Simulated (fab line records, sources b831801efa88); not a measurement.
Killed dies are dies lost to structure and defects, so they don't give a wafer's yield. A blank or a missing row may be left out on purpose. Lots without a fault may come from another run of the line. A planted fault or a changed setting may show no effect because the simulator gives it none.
fab line records | flow sky130
record lots=13 wafers=39 last_day=50
route steps=708 shown LDD_N@253 LDD_LDN@296 POLY_CUT@316 RES_XHIGH@336 PAD_OPEN@708
lots that met no fault: from a run of the same line without faults
start_h: hours from the record's first day to the start of the lot's first wafer shown | wait_h: hours since the lot's step before | " the same as in the row above | L1.1+2: a row that stands for several wafers | - no value, or no start given | * or withheld: withheld | < > ~ a bound
route shown NAME@n: a module of which the file shows steps, and the number in the route of the first | usual: mean/standard deviation of fault-free wafers | same: alike in all rows | chamber/n: place in a boat | sites: the reading at each site | _std_site: their standard deviation | _edge_site: outer sites' mean less inner sites' | radius_mm: how far each site lies from the wafer's centre | mask NAME#n: copy n | behind: the tool/chamber that last shaped the wafer | hold: why the lot was held/for how many hours/how that ended | device: the transistor (n, p or np) that didn't switch | end of line: the same wafers' tests at the end of the route | a step without rows: its recipe alone | killed: dies lost to structure and defects at the first sort, not the wafer's yield | map: a wafer's dies, x killed, . not, _ none there
set.NAME: the setting as run; set.NAME@STEP: as run at that earlier step | model.NAME: the simulator's own value behind a step, which no gauge read
steps of the route over a sample of lots; a table a step, a row a wafer
services: from which hour (start_h, from the record's first day; less than 0 if before it) a tool's chamber was out of use, for how many hours, and why
## steps
# step SKY_LDD_N_STRIP_16
# recipe chemistry=O2/N2 power_w=1400 pressure_mtorr=1500 platen_temp_c=withheld o2_flow_sccm=3000 n2_flow_sccm=300 overash_fraction=0.5
# usual drypump_motor_current_A=5.52/0.26 oes_product_au=0.407/0.0053 strip_time_to_endpoint_s=4.320/0.014
# columns lot.wafer tool chamber start_h wait_h drypump_motor_current_A oes_product_au rf_hours_counter_h strip_time_to_endpoint_s
L684.1 plasma_asher-03 0 405.57 0.1 5.75 0.404 71 4.307
L684.5 " 0 " " 5.72 0.408 - 4.294
L684.6 " 1 " " 5.48 0.402 - 4.303
L685.4 plasma_asher-03 1 412.25 0.1 5.50 0.411 - 4.323
L685.5 " 1 " " 5.50 0.402 - 4.301
L685.6 " 0 " " 5.71 0.414 - 4.328
L687.3 plasma_asher-01 0 433.60 0.1 5.30 0.408 - 4.332
L687.5 " 1 " " 5.50 0.415 - 4.315
L687.6 " 0 " " 5.33 0.402 - 4.328
L691.2 plasma_asher-01 1 477.89 0.1 5.55 0.408 66 4.313
L691.3 " 1 " " 5.54 0.408 - 4.306
L691.6 " 1 " " 5.57 0.404 - 4.317
L689.3 plasma_asher-01 1 478.79 0.1 5.56 0.401 - 4.328
L689.4 " 0 " " 5.31 0.401 - 4.315
L689.5 " 1 " " 5.55 0.406 - 4.316
L690.1 plasma_asher-02 0 483.19 0.1 5.88 0.401 5 4.314
L690.5 " 1 " " 5.08 0.404 - 4.322
L690.6 " 0 " " 5.86 0.402 - 4.313
L694.1 plasma_asher-02 1 505.86 0.1 5.07 0.417 8 4.330
L694.2 " 0 " " 5.87 0.417 8 4.311
L694.3 " 0 " " 5.85 0.408 - 4.304
L701.2 plasma_asher-01 1 565.77 0.1 5.53 0.414 75 4.332
L701.4 " 1 " " 5.54 0.407 - 4.310
L701.5 " 0 " " 5.35 0.407 - 4.335
L702.2 plasma_asher-03 0 578.04 0.1 5.76 0.407 86 4.316
L702.4 " 1 " " 5.42 0.406 - 4.305
L702.6 " 1 " " 5.49 0.405 - 4.320
L703.1 plasma_asher-02 0 583.19 0.1 5.88 0.401 15 4.337
L703.3 " 1 " " 5.09 0.404 - 4.333
L703.5 " 1 " " 5.09 0.409 - 4.319
L704.1 plasma_asher-01 0 591.61 0.1 5.32 0.403 77 4.310
L704.3 " 1 " " 5.53 0.407 - 4.317
L704.6 " 1 " " 5.54 0.413 - 4.310
L705.2 plasma_asher-02 0 592.51 0.1 5.87 0.409 16 4.319
L705.4 " 0 " " 5.84 0.414 - 4.325
L705.6 " 0 " " 5.87 0.399 - 4.314
L706.1 plasma_asher-02 1 596.47 0.1 5.10 0.396 17 4.297
L706.3 " 1 " " 5.09 0.408 - 4.297
L706.6 " 1 " " 5.10 0.408 - 4.302
# step SKY_LDD_LDN_OVL_MEAS_07
# usual LDD_LDN_OVL=0.4/1.2
# columns lot.wafer tool chamber start_h wait_h LDD_LDN_OVL[nm]
L684.1 overlay-02 - 525.67 0.1 0.5
L684.5 " - " " 1.4
L684.6 " - " " 1.1
L685.4 overlay-02 - 531.72 0.1 0.2
L685.5 " - " " 0.7
L685.6 " - " " 1.2
L687.3 overlay-01 - 554.02 0.1 0.4
L687.5 " - " " 0.0
L687.6 " - " " 0.0
L691.2 overlay-01 - 598.49 0.1 0.5
L691.3 " - " " -1.8
L691.6 " - " " -0.9
L689.3 overlay-02 - 598.68 0.1 0.5
L689.4 " - " " 0.3
L689.5 " - " " -0.4
L690.1 overlay-01 - 602.57 0.1 0.8
L690.5 " - " " 0.1
L690.6 " - " " 2.4
L694.1 overlay-01 - 626.11 0.1 2.0
L694.2 " - " " 2.5
L694.3 " - " " 1.6
L701.2 overlay-01 - 683.06 0.1 1.0
L701.4 " - " " 0.8
L701.5 " - " " 1.5
L702.2 overlay-02 - 694.31 0.1 1.6
L702.4 " - " " -1.5
L702.6 " - " " 0.7
L703.1 overlay-02 - 697.86 0.1 2.2
L703.3 " - " " 1.7
L703.5 " - " " 2.0
L704.1 overlay-01 - 707.51 0.1 -2.0
L704.3 " - " " -0.3
L704.6 " - " " -1.0
L705.2 overlay-01 - 708.19 0.1 -0.1
L705.4 " - " " -0.2
L705.6 " - " " -0.6
L706.1 overlay-02 - 711.17 0.1 1.4
L706.3 " - " " 2.5
L706.6 " - " " 0.4
# step SKY_POLY_CUT_OVL_MEAS_09
# usual POLY_CUT_OVL=-2/4.3
# columns lot.wafer tool chamber start_h wait_h POLY_CUT_OVL[nm]
L684.1 overlay-02 - 558.15 0.1 1
L684.5 " - " " 3
L684.6 " - " " 0
L685.4 overlay-01 - 564.37 0.1 -2
L685.5 " - " " -4
L685.6 " - " " -1
L687.3 overlay-01 - 586.11 0.1 -1
L687.5 " - " " 0
L687.6 " - " " 3
L691.2 overlay-01 - 629.50 0.1 -8
L691.3 " - " " -9
L691.6 " - " " 0
L689.3 overlay-01 - 630.04 0.1 2
L689.4 " - " " -1
L689.5 " - " " 5
L690.1 overlay-02 - 634.16 0.1 -9
L690.5 " - " " -11
L690.6 " - " " -7
L694.1 overlay-02 - 657.88 0.1 -6
L694.2 " - " " -8
L694.3 " - " " -3
L701.2 overlay-01 - 714.68 0.1 -9
L701.4 " - " " 0
L701.5 " - " " 1
L702.2 overlay-01 - 724.21 0.1 -8
L702.4 " - " " -2
L702.6 " - " " 4
L703.1 overlay-02 - 729.73 0.1 1
L703.3 " - " " -8
L703.5 " - " " 4
L704.1 overlay-01 - 737.35 0.1 -2
L704.3 " - " " 2
L704.6 " - " " -7
L705.2 overlay-01 - 738.33 0.1 0
L705.4 " - " " -1
L705.6 " - " " -5
L706.1 overlay-02 - 741.00 0.1 1
L706.3 " - " " 1
L706.6 " - " " 2
# step SKY_RES_XHIGH_EXPOSE_04
# recipe mask_id=URPM na=0.6 source_shape=conventional sigma_outer=0.6 polarization=unpolarized target_cd_nm=1270 dose_mj=140
# same na=0.6
# columns lot.wafer tool chamber start_h wait_h mask
L684.1+5+6 iline_stepper-01 0 602.27 - URPM#0
L685.4+5+6 iline_stepper-01 0 608.63 - URPM#0
L687.3+5+6 iline_stepper-02 0 629.15 - URPM#0
L691.2+3+6 iline_stepper-01 0 672.72 - URPM#0
L689.3+4+5 iline_stepper-02 0 673.95 - URPM#0
L690.1+5+6 iline_stepper-01 0 677.70 - URPM_R1#0
L694.1+2+3 iline_stepper-01 0 699.96 - URPM#0
L701.2+4+5 iline_stepper-02 0 756.34 - URPM#0
L702.2+4+6 iline_stepper-02 0 765.16 - URPM#0
L703.1+3+5 iline_stepper-01 0 771.26 - URPM#0
L704.1+3+6 iline_stepper-02 0 778.26 - URPM#0
L705.2+4+6 iline_stepper-01 0 778.58 - URPM#0
L706.1+3+6 iline_stepper-01 0 782.07 - URPM#0
# step SKY_PAD_OPEN_PROBE_99
# usual killed_at_M0_to_M3=45/6.9 killed_at_M4_up=3.0/1.7 killed_at_contacts=25/5.6 killed_at_front_end=15/4.2 killed_at_other=0.3/0.55 killed_dies=89/9.6 killed_open=49/7.2 killed_short=39/6.5
# same gross_dies=492 killed_at_back_side=0
# columns lot.wafer tool chamber start_h wait_h killed_at_M0_to_M3 killed_at_M4_up killed_at_contacts killed_at_front_end killed_at_other killed_dies killed_open killed_short
L690.1 prober-01 - 1130.09 0.1 48 3 24 14 0 89 48 41
L690.5 prober-01 - 1130.29 0.2 43 2 37 15 0 97 48 49
L690.6 prober-01 - 1130.34 0.2 49 1 20 10 1 81 49 31
L701.2 prober-01 - 1178.53 0.1 49 8 24 14 0 95 53 42
L701.4 prober-01 - 1178.63 0.2 35 2 28 21 1 87 43 44
L701.5 prober-01 - 1178.68 0.2 43 2 24 7 1 77 50 27
L702.2 prober-02 - 1183.07 0.1 38 3 24 16 0 81 42 38
L702.4 prober-02 - 1183.17 0.2 48 4 29 11 0 92 53 39
L702.6 prober-02 - 1183.27 0.2 46 3 29 19 0 97 47 47
# killed by level:class
L690.1 VIA3:geometric_particle:open=10 CONTACT:geometric_particle:open=8 LI_CONTACT:geometric_particle:open=7 VIA1:geometric_particle:short=7 METAL1:geometric_particle:open=6 LOCAL_INTERCONNECT:geometric_particle:short=6 METAL1:geometric_particle:short=6 POLY_GATE:geometric_particle:open=5
L690.5 CONTACT:geometric_particle:open=10 VIA3:geometric_particle:open=10 LI_CONTACT:geometric_particle:open=9 CONTACT:geometric_particle:short=6 METAL1:geometric_particle:short=6 VIA3:geometric_particle:short=6 LOCAL_INTERCONNECT:geometric_particle:short=5 VIA1:geometric_particle:open=5
L690.6 VIA1:geometric_particle:open=18 VIA2:geometric_particle:open=8 VIA3:geometric_particle:open=7 LI_CONTACT:geometric_particle:open=6 LOCAL_INTERCONNECT:geometric_particle:short=6 METAL3:geometric_particle:short=5 FIELD_ISO:geometric_particle:open=4 POLY_GATE:geometric_particle:short=4
L701.2 VIA1:geometric_particle:open=15 CONTACT:geometric_particle:open=8 VIA2:geometric_particle:open=8 LI_CONTACT:geometric_particle:open=7 VIA1:geometric_particle:short=6 METAL4:geometric_particle:short=6 LI_CONTACT:geometric_particle:short=5 METAL2:geometric_particle:short=5
L701.4 CONTACT:geometric_particle:open=13 FIELD_ISO:geometric_particle:short=6 VIA2:geometric_particle:short=6 METAL1:geometric_particle:short=5 VIA1:geometric_particle:open=5 VIA3:geometric_particle:open=5 LI_CONTACT:geometric_particle:short=4 LI_CONTACT:geometric_particle:open=4
L701.5 VIA1:geometric_particle:open=16 LI_CONTACT:geometric_particle:open=9 CONTACT:geometric_particle:open=8 VIA2:geometric_particle:short=5 POLY_GATE:geometric_particle:open=4 METAL2:geometric_particle:short=4 VIA2:geometric_particle:open=4 LOCAL_INTERCONNECT:geometric_particle:short=3
L702.2 VIA1:geometric_particle:open=14 METAL1:geometric_particle:short=9 CONTACT:geometric_particle:short=7 FIELD_ISO:geometric_particle:open=6 METAL3:geometric_particle:short=6 LI_CONTACT:geometric_particle:open=6 CONTACT:geometric_particle:open=4 POLY_GATE:geometric_particle:short=3
L702.4 VIA1:geometric_particle:open=12 CONTACT:geometric_particle:open=11 VIA2:geometric_particle:open=9 LI_CONTACT:geometric_particle:open=8 VIA3:geometric_particle:open=6 CONTACT:geometric_particle:short=6 METAL2:geometric_particle:short=5 VIA2:geometric_particle:short=5
L702.6 CONTACT:geometric_particle:open=11 VIA2:geometric_particle:open=9 VIA1:geometric_particle:open=8 VIA1:geometric_particle:short=6 LI_CONTACT:geometric_particle:open=6 CONTACT:geometric_particle:short=6 FIELD_ISO:geometric_particle:short=5 METAL2:geometric_particle:short=5
## services
# columns tool chamber start_h hours kind
iline_stepper-01 0 402.98 - calibration
plasma_asher-02 - 421.25 9.0 pm
plasma_asher-02 0 421.25 9.0 vent_cycle
plasma_asher-02 1 421.25 9.0 vent_cycle
plasma_asher-02 0 430.25 - clean
plasma_asher-02 1 430.25 - clean
plasma_asher-02 - 433.32 1.2 repair
plasma_asher-03 - 468.31 28.1 pm
plasma_asher-01 - 495.49 3.4 repair
plasma_asher-03 - 510.57 2.8 pm
iline_stepper-02 - 549.78 2.1 pm
plasma_asher-02 - 559.34 2.8 pm
iline_stepper-02 - 562.20 7.9 repair
iline_stepper-01 - 575.26 6.2 repair
iline_stepper-01 - 585.20 4.4 pm
iline_stepper-02 - 599.08 1.7 pm
iline_stepper-02 - 600.94 2.3 repair
plasma_asher-02 - 604.04 1.7 repair
iline_stepper-01 0 612.20 - calibration
plasma_asher-01 - 656.79 1.9 repair
plasma_asher-01 - 661.35 1.1 repair
iline_stepper-02 - 695.03 2.7 repair
plasma_asher-03 - 733.75 9.0 pm
iline_stepper-01 - 740.71 1.7 pm
## key
first_sign step=SKY_RES_XHIGH_EXPOSE_04 reading=mask direction=changed
effect none on later readings
met_at SKY_RES_XHIGH_EXPOSE_04
struck_lots L690
tester_left_out L690
not_acting_at SKY_LDD_N_STRIP_16,SKY_LDD_LDN_OVL_MEAS_07,SKY_POLY_CUT_OVL_MEAS_09
onset_between 672.72 677.70
fault kind=wrong_mask tool=any chamber=- onset_h=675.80 steps=SKY_RES_XHIGH_EXPOSE_04 aux_copy=URPM_R1#0 cd_offset_nm=89 scope=struck_lots_only
# tester_left_out: of these lots the tester's yield and bins aren't shown, on N5 and GAA mostly nor the transistor test; their killed dies are dies lost to structure and defects alone, not to doping, threshold or leakage, so they don't give the yield
